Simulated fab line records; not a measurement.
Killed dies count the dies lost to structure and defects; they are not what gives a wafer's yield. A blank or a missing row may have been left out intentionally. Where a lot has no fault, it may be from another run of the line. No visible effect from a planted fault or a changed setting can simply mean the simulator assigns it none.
Matching of chambers | flow sky130 | 4 sister chambers for SKY_FIELD_ISO_ETCH_14 on rie diel-04
The step etches BARC in N2/H2, stops on SiO2, time 45.9 s, target depth 60 nm. 8 wafers are shown with their chamber, then 7 later ones without.

## WAFERS, EACH WITH ITS CHAMBER
wafer  | chamber | drypump motor current A (A) | oes product au (a.u.)
L824.5 | 2       | 5.6                         | 0.860
L828.5 | 0       | 5.5                         | 0.854
L829.5 | 0       | 5.5                         | 0.855
L836.1 | 2       | 5.6                         | 0.857
L836.3 | 3       | 6.6                         | 0.860
L836.4 | 1       | 5.9                         | 0.854
L837.3 | 3       | 6.6                         | 0.851
L837.5 | 1       | 6.0                         | 0.854

## WAFERS WITH NO CHAMBER GIVEN
wafer  | drypump motor current A (A) | oes product au (a.u.)
L837.6 | 5.5                         | 0.859
L841.1 | 6.6                         | 0.856
L841.3 | 5.6                         | 0.839
L841.6 | 5.7                         | 0.859
L843.1 | 6.6                         | 0.856
L843.2 | 5.6                         | 0.850
L843.4 | 5.7                         | 0.860

## WHICH CHAMBER EACH ONE RAN IN
wafer  | from the rows above     | in truth
L837.6 | can't be placed: 0 or 2 | 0
L841.1 | 3                       | 3
L841.3 | can't be placed: 0 or 2 | 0
L841.6 | 2                       | 2
L843.1 | 3                       | 3
L843.2 | can't be placed: 2 or 0 | 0
L843.4 | 2                       | 2
Correct placement for 4 of the 7. Cannot be placed on the basis of these rows: 3; the candidates contain the true chamber in 3. Number placed wrongly: 0.
How it was worked out, from the rows above alone: a wafer's distance from a chamber is the root of the sum, over the readings, of the square of ((its reading less the chamber's mean) divided by the reading's scatter). If the next closest chamber is less than 2 further off than the closest, the wafer can't be placed; otherwise it belongs to the closest. A chamber's mean is the mean of its shown wafers. How the scatter is found: for the shown wafers, subtract from each reading the mean of its chamber, square and add these, divide the total by (wafers less chambers), then take the root.
